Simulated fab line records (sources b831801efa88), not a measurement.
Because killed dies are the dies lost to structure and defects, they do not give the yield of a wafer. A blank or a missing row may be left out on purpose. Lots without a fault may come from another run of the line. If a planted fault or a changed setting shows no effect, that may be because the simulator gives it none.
Which of the tools did it?    flow sky130    21 wafers sampled from 7 lots at 1 step of a route of 708

## WHAT THE GAUGES SHOWED, per wafer
SKY_NWELL_TW_MEAS_26.
lot   measured      on             NWELL_2_TW
L424  day 6 07:40   film metro-01  492.2 491.0 486.5
L428  day 6 21:40   film metro-01  493.4 491.4 489.8
L431  day 7 22:26   film metro-01  490.5 489.0 490.5
L436  day 9 02:12   film metro-03  489.7 488.1 488.8
L438  day 9 07:20   film metro-01  486.3 485.9 484.5
L444  day 10 17:33  film metro-04  489.9 494.5 491.9
L446  day 11 07:28  film metro-01  493.1 495.3 491.9

## WHAT TOOL EACH LOT RAN ON (gives the tool, then ch and the chambers of the sampled wafers, and finally the start)
There is no process step in the record ahead of these readings.

## THE ANSWER, worked out from the rows above alone
Rule: usual is defined by the lots themselves. Put in order of their means at a reading, lots are off if they are a third of the lots or fewer, leave a main group of 4 or more, and stand apart from it by a gap of 3 or more times the standard deviation of the main group's means; of several such gaps the widest counts. The tables above print the reading to a certain number of digits; a main group whose means all agree to those digits is not used. A lot without any number at a reading at which 4 lots or more have one is off too. All remaining lots with rows at the step are treated as sound.
Across all readings shown, no lot is off: no conclusion can be drawn from this.

## WHAT WAS PUT IN BY THE SIMULATOR
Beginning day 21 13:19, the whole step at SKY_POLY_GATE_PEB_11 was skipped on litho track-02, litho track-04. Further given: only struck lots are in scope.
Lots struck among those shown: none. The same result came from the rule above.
